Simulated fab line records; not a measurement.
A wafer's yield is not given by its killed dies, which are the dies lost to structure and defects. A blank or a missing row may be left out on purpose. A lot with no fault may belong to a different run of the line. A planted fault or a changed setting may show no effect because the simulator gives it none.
fab line records + flow sky130
record:
- lots: 14
- wafers: 42
- last_day: 50
route steps=708 shown GATE_OXIDE@188 PAD_OPEN@708
lots that met no fault: taken from a fault-free run of the same line
start_h: hours from the record's opening day to when the first of the lot's shown wafers began + wait_h: hours elapsed since this lot's preceding step + " unchanged from the row above + L1.1+2: a row that stands for several wafers + - value missing, or start not given + * or withheld: withheld + < > ~ a bound
route shown NAME@n: a module of which the file shows steps, and the number in the route of the first + usual: mean/standard deviation of fault-free wafers + same: alike in all rows + chamber/n: place in a boat + sites: per-site readings + _std_site: how widely they spread, as a standard deviation + _edge_site: the outer-site mean with the inner-site mean subtracted + radius_mm: how far each site lies from the wafer's centre + mask NAME#n: copy n + behind: the tool/chamber that last shaped the wafer + hold: the reason the lot was held/the length of the hold in hours/how it ended + device: whichever transistor did not switch (one of n, p or np) + end of line: at the end of the route, the tests of the same wafers + for a step that has no rows: nothing shown but its recipe + killed: at the first sort, the dies lost to defects and structure; wafer yield is something else + map: dies across one wafer; x = killed, . = not, _ = none there
set.NAME: the setting as run; set.NAME@STEP: as run at that earlier step + model.NAME: the simulator's own value behind a step, which no gauge read
a sample of lots followed through the steps of the route, with each step as a table and each wafer as a row
services: when a tool's chamber went out of use (start_h, in hours from the record's first day, below 0 if earlier), for how many hours, and the reason
== steps ==
step: SKY_GATE_OXIDE_OXIDATION_01
recipe:
- temp_c: 900
- ambient: O2
- stabilise_s: 600
- purge_s: 300
- target_thk_a: 102.68
- ox_time_s: 1473
usual:
- ox_time_s: 1473/0
- spike_tc_centre_C: 900.1/1.3
- tube_center_temp_C_max: 902.4/0.46
- zone_power_bottom_pct: 27.8/0.94
- zone_power_lower_pct: 19.7/0.65
| lot.wafer | tool       | chamber | start_h | wait_h | ox_time_s | spike_tc_centre_C | tube_center_temp_C_max | zone_power_bottom_pct | zone_power_lower_pct |
|-----------|------------|---------|---------|--------|-----------|-------------------|------------------------|-----------------------|----------------------|
| L191.3    | furnace-01 | 0       | 284.60  | 1.9    | 1473      | 899.6             | 903.2                  | 28.9                  | 20.1                 |
| L191.5    | "          | 0       | "       | "      | 1473      | 899.8             | 902.2                  | 28.5                  | 19.9                 |
| L191.6    | "          | 0       | "       | "      | 1473      | 899.7             | 902.0                  | 28.6                  | 20.3                 |
| L192.1    | furnace-01 | 0       | 299.08  | 1.2    | 1473      | 899.6             | 902.6                  | 28.3                  | 20.3                 |
| L192.2    | "          | 0       | "       | "      | 1473      | 897.8             | 902.1                  | 28.9                  | 20.3                 |
| L192.4    | "          | 0       | "       | "      | 1473      | 898.8             | 902.0                  | 28.8                  | 20.3                 |
| L193.1    | furnace-02 | 0       | 313.18  | 1.1    | 1473      | 900.3             | 902.8                  | 27.1                  | 18.9                 |
| L193.2    | "          | 0       | "       | "      | 1473      | 901.1             | 902.3                  | 26.9                  | 19.0                 |
| L193.5    | "          | 0       | "       | "      | 1473      | 903.0             | 902.0                  | 26.7                  | 19.0                 |
| L194.3    | furnace-02 | 0       | 313.18  | 0.4    | 1473      | 900.4             | 902.8                  | 26.6                  | 19.3                 |
| L194.4    | "          | 0       | "       | "      | 1473      | 901.4             | 902.7                  | 27.4                  | 18.7                 |
| L194.5    | "          | 0       | "       | "      | 1473      | 901.5             | 902.0                  | 27.1                  | 18.7                 |
| L195.2    | furnace-02 | 0       | 324.27  | 0.0    | 1473      | 903.8             | 902.1                  | 27.2                  | 18.6                 |
| L195.3    | "          | 0       | "       | "      | 1473      | 902.7             | 902.1                  | 27.1                  | 18.9                 |
| L195.5    | "          | 0       | "       | "      | 1473      | 898.1             | 902.5                  | 26.3                  | 18.7                 |
| L196.2    | furnace-02 | 0       | 329.76  | 1.6    | 1473      | 901.4             | 902.1                  | 27.0                  | 19.3                 |
| L196.5    | "          | 0       | "       | "      | 1473      | 900.3             | 902.2                  | 26.7                  | 19.3                 |
| L196.6    | "          | 0       | "       | "      | 1473      | 902.5             | 902.3                  | 27.3                  | 19.1                 |
| L202.3    | furnace-01 | 0       | 376.99  | 6.4    | 1296.2    | 899.6             | 902.9                  | 28.5                  | 20.6                 |
| L202.4    | "          | 0       | "       | "      | 1296.2    | 900.6             | 901.8                  | 28.3                  | 20.1                 |
| L202.5    | "          | 0       | "       | "      | 1296.2    | 898.9             | 902.5                  | 28.8                  | 20.5                 |
| L203.1    | furnace-01 | 0       | 386.59  | 7.5    | 1296.2    | 899.9             | 902.7                  | 28.6                  | 20.2                 |
| L203.3    | "          | 0       | "       | "      | 1296.2    | 898.5             | 903.1                  | 28.0                  | 20.0                 |
| L203.6    | "          | 0       | "       | "      | 1296.2    | 900.7             | 902.0                  | 28.7                  | 19.7                 |
| L204.1    | furnace-01 | 0       | 386.59  | 3.1    | 1296.2    | 897.6             | 901.8                  | 28.2                  | 19.9                 |
| L204.2    | "          | 0       | "       | "      | 1296.2    | 898.0             | 902.0                  | 28.8                  | 20.3                 |
| L204.3    | "          | 0       | "       | "      | 1296.2    | 900.6             | 902.1                  | 28.7                  | 20.6                 |
| L207.1    | furnace-02 | 0       | 418.74  | 6.9    | 1473      | 901.3             | 902.0                  | 26.2                  | 19.0                 |
| L207.3    | "          | 0       | "       | "      | 1473      | 899.7             | 903.6                  | 26.7                  | 18.5                 |
| L207.5    | "          | 0       | "       | "      | 1473      | 901.9             | 902.5                  | 26.6                  | 19.0                 |
| L211.1    | furnace-02 | 0       | 458.15  | 1.6    | 1473      | 900.4             | 902.2                  | 26.6                  | 19.0                 |
| L211.2    | "          | 0       | "       | "      | 1473      | 900.5             | 902.2                  | 26.5                  | 19.1                 |
| L211.5    | "          | 0       | "       | "      | 1473      | 898.5             | 902.2                  | 27.0                  | 18.7                 |
| L212.1    | furnace-02 | 0       | 458.15  | 1.5    | 1473      | 903.9             | 902.9                  | 27.0                  | 18.9                 |
| L212.4    | "          | 0       | "       | "      | 1473      | 901.3             | 902.6                  | 26.5                  | 18.9                 |
| L212.6    | "          | 0       | "       | "      | 1473      | 902.1             | 902.1                  | 26.8                  | 19.1                 |
| L213.2    | furnace-02 | 0       | 467.72  | 5.5    | 1473      | 899.0             | 902.0                  | 26.4                  | 19.0                 |
| L213.4    | "          | 0       | "       | "      | 1473      | 902.3             | 902.8                  | 26.4                  | 19.2                 |
| L213.5    | "          | 0       | "       | "      | 1473      | 899.8             | 902.3                  | 26.7                  | 18.6                 |
| L214.4    | furnace-01 | 0       | 475.35  | 7.5    | 1473      | 899.9             | 902.0                  | 28.6                  | 20.2                 |
| L214.5    | "          | 0       | "       | "      | 1473      | 899.2             | 901.8                  | 28.2                  | 20.4                 |
| L214.6    | "          | 0       | "       | "      | 1473      | 900.8             | 902.7                  | 28.8                  | 20.2                 |
step: SKY_GATE_OXIDE_THK_MEAS_02
recipe:
- reads: SiO2_of_GATE_OXIDE_OXIDATION_01
usual:
- GATE_OXIDE_OXIDATION_00_THK: 10.32/0.19
| lot.wafer | tool          | chamber | start_h | wait_h | GATE_OXIDE_OXIDATION_00_THK[nm] |
|-----------|---------------|---------|---------|--------|---------------------------------|
| L191.3    | film_metro-04 | -       | 286.03  | 0.0    | 10.23                           |
| L191.5    | "             | -       | "       | "      | 10.21                           |
| L191.6    | "             | -       | "       | "      | 10.24                           |
| L192.1    | film_metro-03 | -       | 300.49  | 0.0    | 10.19                           |
| L192.2    | "             | -       | "       | "      | 10.42                           |
| L192.4    | "             | -       | "       | "      | 10.45                           |
| L193.1    | film_metro-04 | -       | 314.59  | 0.0    | 10.22                           |
| L193.2    | "             | -       | "       | "      | 10.33                           |
| L193.5    | "             | -       | "       | "      | 10.50                           |
| L194.3    | film_metro-03 | -       | 314.61  | 0.0    | 9.95                            |
| L194.4    | "             | -       | "       | "      | 10.15                           |
| L194.5    | "             | -       | "       | "      | 10.07                           |
| L195.2    | film_metro-03 | -       | 325.69  | 0.0    | 10.40                           |
| L195.3    | "             | -       | "       | "      | 10.35                           |
| L195.5    | "             | -       | "       | "      | 10.49                           |
| L196.2    | film_metro-04 | -       | 331.18  | 0.0    | 10.57                           |
| L196.5    | "             | -       | "       | "      | 10.49                           |
| L196.6    | "             | -       | "       | "      | 10.38                           |
| L202.3    | film_metro-04 | -       | 378.41  | 0.0    | 9.05                            |
| L202.4    | "             | -       | "       | "      | 9.19                            |
| L202.5    | "             | -       | "       | "      | 9.20                            |
| L203.1    | film_metro-01 | -       | 388.00  | 0.0    | 9.32                            |
| L203.3    | "             | -       | "       | "      | 9.20                            |
| L203.6    | "             | -       | "       | "      | 9.41                            |
| L204.1    | film_metro-03 | -       | 388.00  | 0.0    | 9.32                            |
| L204.2    | "             | -       | "       | "      | 9.19                            |
| L204.3    | "             | -       | "       | "      | 9.10                            |
| L207.1    | film_metro-01 | -       | 420.15  | 0.0    | 10.34                           |
| L207.3    | "             | -       | "       | "      | 10.24                           |
| L207.5    | "             | -       | "       | "      | 10.31                           |
| L211.1    | film_metro-01 | -       | 459.56  | 0.0    | 10.39                           |
| L211.2    | "             | -       | "       | "      | 10.36                           |
| L211.5    | "             | -       | "       | "      | 10.24                           |
| L212.1    | film_metro-03 | -       | 459.56  | 0.0    | 10.14                           |
| L212.4    | "             | -       | "       | "      | 9.86                            |
| L212.6    | "             | -       | "       | "      | 10.30                           |
| L213.2    | film_metro-01 | -       | 469.15  | 0.0    | 10.38                           |
| L213.4    | "             | -       | "       | "      | 10.36                           |
| L213.5    | "             | -       | "       | "      | 10.46                           |
| L214.4    | film_metro-03 | -       | 476.79  | 0.0    | 10.36                           |
| L214.5    | "             | -       | "       | "      | 10.28                           |
| L214.6    | "             | -       | "       | "      | 10.28                           |
step: SKY_PAD_OPEN_PROBE_99
usual:
- killed_at_M0_to_M3: 43/7.3
- killed_at_M4_up: 3.6/1.9
- killed_at_contacts: 23/5.3
- killed_at_front_end: 15/4.5
- killed_at_other: 0.3/0.72
- killed_dies: 85/9.4
- killed_on_rim: 17/4.2
- killed_open: 46/6.7
- killed_short: 38/6.8
same:
- gross_dies: 492
- killed_at_back_side: 0
| lot.wafer | tool      | chamber | start_h | wait_h | killed_at_M0_to_M3 | killed_at_M4_up | killed_at_contacts | killed_at_front_end | killed_at_other | killed_dies | killed_on_rim | killed_open | killed_short |
|-----------|-----------|---------|---------|--------|--------------------|-----------------|--------------------|---------------------|-----------------|-------------|---------------|-------------|--------------|
| L191.3    | prober-01 | -       | 1076.26 | 0.2    | 53                 | 4               | 16                 | 9                   | 2               | 84          | 18            | 42          | 41           |
| L191.5    | prober-01 | -       | 1076.36 | 0.2    | 44                 | 2               | 26                 | 17                  | 0               | 89          | 13            | 48          | 40           |
| L191.6    | prober-01 | -       | 1076.41 | 0.2    | 25                 | 3               | 25                 | 13                  | 5               | 71          | 16            | 41          | 25           |
| L192.1    | prober-02 | -       | 1087.99 | 0.1    | 43                 | 4               | 24                 | 15                  | 0               | 86          | 14            | 49          | 37           |
| L192.2    | prober-02 | -       | 1088.04 | 0.1    | 39                 | 4               | 32                 | 13                  | 1               | 89          | 17            | 41          | 48           |
| L192.4    | prober-02 | -       | 1088.14 | 0.2    | 38                 | 3               | 19                 | 21                  | 1               | 82          | 17            | 40          | 42           |
| L194.3    | prober-01 | -       | 1099.16 | 0.2    | 40                 | 2               | 17                 | 10                  | 0               | 69          | 11            | 45          | 24           |
| L194.4    | prober-01 | -       | 1099.21 | 0.2    | 44                 | 7               | 26                 | 16                  | 3               | 96          | 17            | 52          | 41           |
| L194.5    | prober-01 | -       | 1099.26 | 0.2    | 48                 | 2               | 27                 | 13                  | 1               | 91          | 13            | 51          | 39           |
| L193.1    | prober-02 | -       | 1103.47 | 0.1    | 46                 | 3               | 30                 | 19                  | 0               | 98          | 25            | 61          | 37           |
| L193.2    | prober-02 | -       | 1103.52 | 0.1    | 58                 | 9               | 29                 | 8                   | 0               | 104         | 23            | 67          | 37           |
| L193.5    | prober-02 | -       | 1103.67 | 0.2    | 52                 | 3               | 29                 | 20                  | 3               | 107         | 34            | 55          | 52           |
| L195.2    | prober-01 | -       | 1109.92 | 0.1    | 38                 | 3               | 17                 | 10                  | 0               | 68          | 15            | 44          | 22           |
| L195.3    | prober-01 | -       | 1109.97 | 0.2    | 56                 | 5               | 20                 | 23                  | 0               | 104         | 25            | 57          | 47           |
| L195.5    | prober-01 | -       | 1110.07 | 0.2    | 49                 | 2               | 32                 | 9                   | 0               | 92          | 19            | 47          | 44           |
| L196.2    | prober-02 | -       | 1112.92 | 0.1    | 42                 | 5               | 34                 | 15                  | 0               | 96          | 23            | 47          | 49           |
| L196.5    | prober-02 | -       | 1113.07 | 0.2    | 52                 | 3               | 25                 | 17                  | 2               | 99          | 23            | 48          | 51           |
| L196.6    | prober-02 | -       | 1113.12 | 0.2    | 41                 | 9               | 24                 | 23                  | 0               | 97          | 14            | 51          | 46           |
| L202.3    | prober-02 | -       | 1164.01 | 0.2    | 48                 | 3               | 24                 | 11                  | 0               | 86          | 19            | 50          | 36           |
| L202.4    | prober-02 | -       | 1164.06 | 0.2    | 35                 | 3               | 21                 | 22                  | 0               | 81          | 14            | 39          | 41           |
| L202.5    | prober-02 | -       | 1164.11 | 0.2    | 40                 | 8               | 21                 | 11                  | 1               | 81          | 15            | 48          | 33           |
| L203.1    | prober-02 | -       | 1164.21 | 0.1    | 23                 | 4               | 29                 | 18                  | 0               | 74          | 13            | 40          | 34           |
| L203.3    | prober-02 | -       | 1164.31 | 0.2    | 34                 | 2               | 21                 | 13                  | 0               | 70          | 14            | 35          | 35           |
| L203.6    | prober-02 | -       | 1164.46 | 0.3    | 41                 | 6               | 24                 | 17                  | 0               | 88          | 17            | 54          | 34           |
| L204.1    | prober-02 | -       | 1168.37 | 0.1    | 52                 | 5               | 13                 | 16                  | 0               | 86          | 18            | 47          | 39           |
| L204.2    | prober-02 | -       | 1168.42 | 0.1    | 37                 | 1               | 24                 | 23                  | 2               | 87          | 17            | 43          | 44           |
| L204.3    | prober-02 | -       | 1168.47 | 0.2    | 39                 | 3               | 13                 | 20                  | 0               | 75          | 14            | 47          | 28           |
| L207.1    | prober-01 | -       | 1169.47 | 0.1    | 35                 | 5               | 20                 | 20                  | 0               | 80          | 15            | 45          | 34           |
| L207.3    | prober-01 | -       | 1169.57 | 0.2    | 27                 | 4               | 26                 | 13                  | 0               | 70          | 14            | 41          | 29           |
| L207.5    | prober-01 | -       | 1169.67 | 0.2    | 40                 | 1               | 18                 | 21                  | 0               | 80          | 25            | 44          | 35           |
| L212.1    | prober-02 | -       | 1190.51 | 0.1    | 44                 | 5               | 17                 | 20                  | 0               | 86          | 12            | 45          | 41           |
| L212.4    | prober-02 | -       | 1190.66 | 0.2    | 43                 | 4               | 19                 | 13                  | 0               | 79          | 17            | 38          | 41           |
| L212.6    | prober-02 | -       | 1190.76 | 0.2    | 39                 | 3               | 13                 | 16                  | 0               | 71          | 13            | 32          | 39           |
| L211.1    | prober-01 | -       | 1192.01 | 0.1    | 26                 | 3               | 29                 | 10                  | 0               | 68          | 13            | 42          | 26           |
| L211.2    | prober-01 | -       | 1192.06 | 0.1    | 33                 | 1               | 28                 | 25                  | 1               | 88          | 18            | 49          | 39           |
| L211.5    | prober-01 | -       | 1192.21 | 0.2    | 41                 | 2               | 20                 | 12                  | 0               | 75          | 16            | 35          | 40           |
| L213.2    | prober-02 | -       | 1198.13 | 0.1    | 40                 | 4               | 27                 | 13                  | 0               | 84          | 11            | 42          | 42           |
| L213.4    | prober-02 | -       | 1198.23 | 0.2    | 46                 | 7               | 28                 | 9                   | 0               | 90          | 24            | 56          | 34           |
| L213.5    | prober-02 | -       | 1198.28 | 0.2    | 37                 | 6               | 27                 | 14                  | 0               | 84          | 19            | 35          | 49           |
| L214.4    | prober-01 | -       | 1203.35 | 0.2    | 47                 | 3               | 25                 | 12                  | 1               | 88          | 21            | 41          | 45           |
| L214.5    | prober-01 | -       | 1203.40 | 0.2    | 46                 | 4               | 25                 | 13                  | 0               | 88          | 18            | 50          | 37           |
| L214.6    | prober-01 | -       | 1203.45 | 0.2    | 55                 | 3               | 13                 | 6                   | 0               | 77          | 12            | 46          | 31           |
killed by level:class
L191.3 VIA2:geometric_particle:open=10 VIA1:geometric_particle:open=8 METAL2:geometric_particle:short=6 METAL3:geometric_particle:short=6 CONTACT:geometric_particle:open=5 METAL1:geometric_particle:short=5 VIA3:geometric_particle:short=5 LI_CONTACT:geometric_particle:open=4
L191.5 CONTACT:geometric_particle:open=8 VIA2:geometric_particle:open=7 FIELD_ISO:geometric_particle:open=6 LI_CONTACT:geometric_particle:open=6 VIA3:geometric_particle:open=6 CONTACT:geometric_particle:short=5 VIA1:geometric_particle:open=5 METAL2:geometric_particle:short=5
L191.6 LI_CONTACT:geometric_particle:open=9 VIA1:geometric_particle:open=6 LOCAL_INTERCONNECT:geometric_particle:short=5 PASSIVATION:coat_microbubble_printed=5 CONTACT:geometric_particle:short=5 POLY_GATE:geometric_particle:open=4 CONTACT:geometric_particle:open=4 FIELD_ISO:geometric_particle:open=3
L192.1 VIA1:geometric_particle:open=15 LI_CONTACT:geometric_particle:open=10 VIA2:geometric_particle:open=7 FIELD_ISO:geometric_particle:short=6 CONTACT:geometric_particle:open=6 VIA1:geometric_particle:short=6 CONTACT:geometric_particle:short=4 METAL2:geometric_particle:short=4
L192.2 CONTACT:geometric_particle:open=11 LI_CONTACT:geometric_particle:open=7 VIA1:geometric_particle:open=7 LOCAL_INTERCONNECT:geometric_particle:short=6 METAL2:geometric_particle:short=6 CONTACT:geometric_particle:short=6 METAL1:geometric_particle:short=6 VIA2:geometric_particle:open=5
L192.4 FIELD_ISO:geometric_particle:short=9 VIA3:geometric_particle:open=8 LI_CONTACT:geometric_particle:open=5 VIA1:geometric_particle:open=5 VIA2:geometric_particle:open=5 POLY_GATE:geometric_particle:open=4 LOCAL_INTERCONNECT:geometric_particle:short=4 CONTACT:geometric_particle:open=4
L194.3 VIA3:geometric_particle:open=10 CONTACT:geometric_particle:open=9 VIA1:geometric_particle:open=7 LI_CONTACT:geometric_particle:open=5 VIA1:geometric_particle:short=5 METAL2:geometric_particle:short=5 FIELD_ISO:geometric_particle:open=4 VIA2:geometric_particle:open=4
L194.4 METAL2:geometric_particle:short=9 VIA1:geometric_particle:open=8 CONTACT:geometric_particle:open=8 VIA2:geometric_particle:open=8 LOCAL_INTERCONNECT:geometric_particle:short=6 VIA3:geometric_particle:open=6 LI_CONTACT:geometric_particle:open=5 METAL1:geometric_particle:short=5
L194.5 CONTACT:geometric_particle:open=12 VIA2:geometric_particle:open=11 VIA1:geometric_particle:open=10 METAL1:geometric_particle:short=6 METAL2:geometric_particle:short=6 LI_CONTACT:geometric_particle:open=5 FIELD_ISO:geometric_particle:open=4 FIELD_ISO:geometric_particle:short=4
L193.1 VIA2:geometric_particle:open=12 LI_CONTACT:geometric_particle:open=10 CONTACT:geometric_particle:open=9 VIA1:geometric_particle:open=9 FIELD_ISO:geometric_particle:open=7 VIA3:geometric_particle:open=6 CONTACT:geometric_particle:short=5 METAL1:geometric_particle:short=5
L193.2 VIA1:geometric_particle:open=14 CONTACT:geometric_particle:open=12 VIA3:geometric_particle:open=9 LI_CONTACT:geometric_particle:open=8 VIA2:geometric_particle:open=8 VIA1:geometric_particle:short=6 METAL1:geometric_particle:short=5 VIA2:geometric_particle:short=5
L193.5 VIA3:geometric_particle:open=12 VIA1:geometric_particle:open=10 VIA2:geometric_particle:open=8 LI_CONTACT:geometric_particle:open=6 LI_CONTACT:geometric_particle:short=6 CONTACT:geometric_particle:short=6 METAL1:geometric_particle:short=6 METAL2:geometric_particle:short=6
L195.2 VIA1:geometric_particle:open=15 CONTACT:geometric_particle:open=8 METAL1:geometric_particle:short=6 VIA3:geometric_particle:open=5 FIELD_ISO:geometric_particle:open=4 LOCAL_INTERCONNECT:geometric_particle:short=4 VIA1:geometric_particle:short=4 POLY_GATE:geometric_particle:open=3
L195.3 VIA1:geometric_particle:open=14 CONTACT:geometric_particle:open=10 VIA3:geometric_particle:open=10 FIELD_ISO:geometric_particle:open=7 FIELD_ISO:geometric_particle:short=6 VIA1:geometric_particle:short=6 VIA2:geometric_particle:open=6 METAL1:geometric_particle:short=5
L195.5 CONTACT:geometric_particle:open=13 METAL1:geometric_particle:short=8 LI_CONTACT:geometric_particle:open=7 CONTACT:geometric_particle:short=7 VIA1:geometric_particle:open=7 VIA1:geometric_particle:short=6 METAL2:geometric_particle:short=6 VIA3:geometric_particle:open=5
L196.2 CONTACT:geometric_particle:open=15 VIA1:geometric_particle:open=11 POLY_GATE:geometric_particle:short=6 METAL1:geometric_particle:short=6 LOCAL_INTERCONNECT:geometric_particle:short=6 CONTACT:geometric_particle:short=6 VIA1:geometric_particle:short=6 FIELD_ISO:geometric_particle:open=5
L196.5 VIA1:geometric_particle:open=13 METAL3:geometric_particle:short=8 VIA2:geometric_particle:open=7 CONTACT:geometric_particle:open=6 VIA3:geometric_particle:short=6 FIELD_ISO:geometric_particle:short=5 CONTACT:geometric_particle:short=5 VIA1:geometric_particle:short=5
L196.6 CONTACT:geometric_particle:open=12 POLY_GATE:geometric_particle:open=9 VIA1:geometric_particle:open=7 METAL4:geometric_particle:short=7 METAL1:geometric_particle:short=6 METAL2:geometric_particle:short=5 VIA2:geometric_particle:open=5 VIA3:geometric_particle:open=5
L202.3 VIA1:geometric_particle:open=18 LI_CONTACT:geometric_particle:open=9 CONTACT:geometric_particle:open=8 METAL1:geometric_particle:short=7 METAL2:geometric_particle:short=6 VIA3:geometric_particle:open=6 CONTACT:geometric_particle:short=4 VIA2:geometric_particle:open=4
L202.4 VIA1:geometric_particle:open=8 CONTACT:geometric_particle:open=7 FIELD_ISO:geometric_particle:open=5 POLY_GATE:geometric_particle:short=5 POLY_GATE:geometric_particle:open=5 METAL1:geometric_particle:short=5 VIA1:geometric_particle:short=5 VIA2:geometric_particle:open=5
L202.5 VIA1:geometric_particle:open=10 CONTACT:geometric_particle:open=9 VIA1:geometric_particle:short=8 LI_CONTACT:geometric_particle:open=7 VIA2:geometric_particle:open=5 METAL1:geometric_particle:short=4 METAL4:geometric_particle:short=4 FIELD_ISO:geometric_particle:short=3
L203.1 CONTACT:geometric_particle:open=11 POLY_GATE:geometric_particle:open=8 LI_CONTACT:geometric_particle:open=8 METAL2:geometric_particle:short=5 CONTACT:geometric_particle:short=4 METAL4:geometric_particle:short=4 POLY_GATE:geometric_particle:short=3 LOCAL_INTERCONNECT:geometric_particle:short=3
L203.3 CONTACT:geometric_particle:open=7 VIA1:geometric_particle:short=6 LI_CONTACT:geometric_particle:open=6 METAL1:geometric_particle:short=6 LOCAL_INTERCONNECT:geometric_particle:short=5 METAL2:geometric_particle:short=5 VIA2:geometric_particle:open=5 POLY_GATE:geometric_particle:open=4
L203.6 CONTACT:geometric_particle:open=9 VIA3:geometric_particle:open=8 VIA1:geometric_particle:open=8 VIA2:geometric_particle:open=6 METAL1:geometric_particle:short=6 FIELD_ISO:geometric_particle:open=4 POLY_GATE:geometric_particle:open=4 LI_CONTACT:geometric_particle:open=4
L204.1 VIA2:geometric_particle:open=10 VIA1:geometric_particle:open=10 VIA1:geometric_particle:short=8 METAL2:geometric_particle:short=7 CONTACT:geometric_particle:open=6 FIELD_ISO:geometric_particle:short=5 FIELD_ISO:geometric_particle:open=4 POLY_GATE:geometric_particle:open=4
L204.2 CONTACT:geometric_particle:open=10 VIA1:geometric_particle:open=9 FIELD_ISO:geometric_particle:short=7 FIELD_ISO:geometric_particle:open=6 POLY_GATE:geometric_particle:short=6 LI_CONTACT:geometric_particle:open=5 VIA2:geometric_particle:open=5 METAL1:geometric_particle:short=4
L204.3 POLY_GATE:geometric_particle:open=9 VIA3:geometric_particle:open=9 VIA1:geometric_particle:open=7 FIELD_ISO:geometric_particle:open=5 LI_CONTACT:geometric_particle:open=5 CONTACT:geometric_particle:open=5 VIA2:geometric_particle:open=5 FIELD_ISO:geometric_particle:short=4
L207.1 VIA1:geometric_particle:open=10 LI_CONTACT:geometric_particle:open=8 FIELD_ISO:geometric_particle:short=5 POLY_GATE:geometric_particle:open=5 CONTACT:geometric_particle:short=5 POLY_GATE:geometric_particle:short=4 VIA3:geometric_particle:open=4 VIA2:geometric_particle:open=4
L207.3 CONTACT:geometric_particle:open=12 VIA2:geometric_particle:open=10 LI_CONTACT:geometric_particle:open=5 FIELD_ISO:geometric_particle:short=4 CONTACT:geometric_particle:short=4 VIA1:geometric_particle:open=4 METAL1:geometric_particle:short=3 METAL2:geometric_particle:short=3
L207.5 CONTACT:geometric_particle:open=9 METAL2:geometric_particle:short=7 VIA3:geometric_particle:open=7 POLY_GATE:geometric_particle:open=6 VIA2:geometric_particle:open=5 POLY_GATE:geometric_particle:short=4 LI_CONTACT:geometric_particle:open=4 VIA1:geometric_particle:open=4
L212.1 VIA1:geometric_particle:open=13 METAL1:geometric_particle:short=7 FIELD_ISO:geometric_particle:open=6 LI_CONTACT:geometric_particle:open=6 CONTACT:geometric_particle:open=6 FIELD_ISO:geometric_particle:short=5 METAL4:geometric_particle:short=4 METAL2:geometric_particle:short=3
L212.4 VIA3:geometric_particle:short=7 VIA1:geometric_particle:open=6 CONTACT:geometric_particle:open=6 METAL1:geometric_particle:short=6 METAL3:geometric_particle:short=6 FIELD_ISO:geometric_particle:open=5 CONTACT:geometric_particle:short=5 VIA3:geometric_particle:open=5
L212.6 METAL1:geometric_particle:short=10 METAL2:geometric_particle:short=8 CONTACT:geometric_particle:open=6 VIA1:geometric_particle:open=6 FIELD_ISO:geometric_particle:short=5 VIA3:geometric_particle:open=4 FIELD_ISO:geometric_particle:open=3 LI_CONTACT:geometric_particle:open=3
L211.1 CONTACT:geometric_particle:open=14 VIA1:geometric_particle:open=5 FIELD_ISO:geometric_particle:open=4 LI_CONTACT:geometric_particle:short=4 LI_CONTACT:geometric_particle:open=4 LOCAL_INTERCONNECT:geometric_particle:short=3 CONTACT:geometric_particle:short=3 VIA3:geometric_particle:open=3
L211.2 CONTACT:geometric_particle:open=9 VIA2:geometric_particle:open=9 FIELD_ISO:geometric_particle:short=8 LI_CONTACT:geometric_particle:open=8 FIELD_ISO:geometric_particle:open=6 POLY_GATE:geometric_particle:short=6 VIA1:geometric_particle:open=6 METAL2:geometric_particle:short=6
L211.5 CONTACT:geometric_particle:open=9 VIA1:geometric_particle:open=9 METAL2:geometric_particle:short=8 VIA1:geometric_particle:short=7 METAL1:geometric_particle:short=5 CONTACT:geometric_particle:short=4 VIA3:geometric_particle:open=4 FIELD_ISO:geometric_particle:short=3
L213.2 CONTACT:geometric_particle:open=10 VIA1:geometric_particle:open=9 VIA2:geometric_particle:open=7 METAL1:geometric_particle:short=6 VIA1:geometric_particle:short=6 LI_CONTACT:geometric_particle:open=5 LOCAL_INTERCONNECT:geometric_particle:short=5 CONTACT:geometric_particle:short=5
L213.4 VIA3:geometric_particle:open=13 LI_CONTACT:geometric_particle:open=10 CONTACT:geometric_particle:open=9 METAL2:geometric_particle:short=9 VIA1:geometric_particle:open=8 FIELD_ISO:geometric_particle:open=6 CONTACT:geometric_particle:short=5 METAL4:geometric_particle:short=4
L213.5 CONTACT:geometric_particle:open=11 METAL1:geometric_particle:short=8 LI_CONTACT:geometric_particle:open=7 METAL2:geometric_particle:short=7 FIELD_ISO:geometric_particle:short=6 METAL4:geometric_particle:short=6 LOCAL_INTERCONNECT:geometric_particle:short=5 VIA1:geometric_particle:short=4
L214.4 VIA1:geometric_particle:open=11 LI_CONTACT:geometric_particle:open=8 CONTACT:geometric_particle:open=7 VIA2:geometric_particle:open=6 FIELD_ISO:geometric_particle:short=5 METAL3:geometric_particle:short=5 VIA3:geometric_particle:short=5 METAL2:geometric_particle:short=4
L214.5 VIA1:geometric_particle:open=12 CONTACT:geometric_particle:open=9 VIA3:geometric_particle:open=7 LI_CONTACT:geometric_particle:open=6 LOCAL_INTERCONNECT:geometric_particle:short=5 VIA2:geometric_particle:open=5 METAL1:geometric_particle:short=5 VIA1:geometric_particle:short=4
L214.6 VIA1:geometric_particle:open=10 VIA3:geometric_particle:open=10 VIA2:geometric_particle:open=9 VIA1:geometric_particle:short=6 CONTACT:geometric_particle:open=5 METAL1:geometric_particle:short=5 METAL2:geometric_particle:short=5 LI_CONTACT:geometric_particle:open=4
== services ==
| tool       | chamber | start_h | hours | kind   |
|------------|---------|---------|-------|--------|
| furnace-01 | -       | 324.46  | 2.8   | pm     |
| furnace-02 | -       | 352.83  | 60.6  | pm     |
| furnace-02 | -       | 413.45  | 2.6   | pm     |
| furnace-02 | -       | 424.70  | 3.2   | pm     |
| furnace-01 | -       | 434.48  | 4.1   | pm     |
| furnace-01 | -       | 452.31  | 20.3  | repair |
| furnace-02 | -       | 473.33  | 8.5   | pm     |
== key ==
first_sign:
- step: SKY_GATE_OXIDE_OXIDATION_01
- reading: ox_time_s
- direction: down
- sigmas: 99+
- usual: *
- struck: *
effect:
- step: SKY_GATE_OXIDE_THK_MEAS_02
- reading: GATE_OXIDE_OXIDATION_00_THK
- direction: down
- sigmas: 5.7
- usual: 10.32
- struck: 9.22
met_at SKY_GATE_OXIDE_OXIDATION_01
struck_lots L202,L203,L204
tester_left_out L202,L203,L204
onset_between 299.08 376.99
fault:
- kind: process_parameter_drift
- tool: furnace-01
- chamber: -
- onset_h: 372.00
- steps: SKY_GATE_OXIDE_OXIDATION_01
- channel: ox_time_s
- offset: *
- shape: step
- end_h: 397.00
- acts_in: *
- stated: *
tester_left_out: of these lots the tester's yield and bins aren't shown, on N5 and GAA mostly nor the transistor test; their killed dies are dies lost to structure and defects alone, not to doping, threshold or leakage, so they don't give the yield
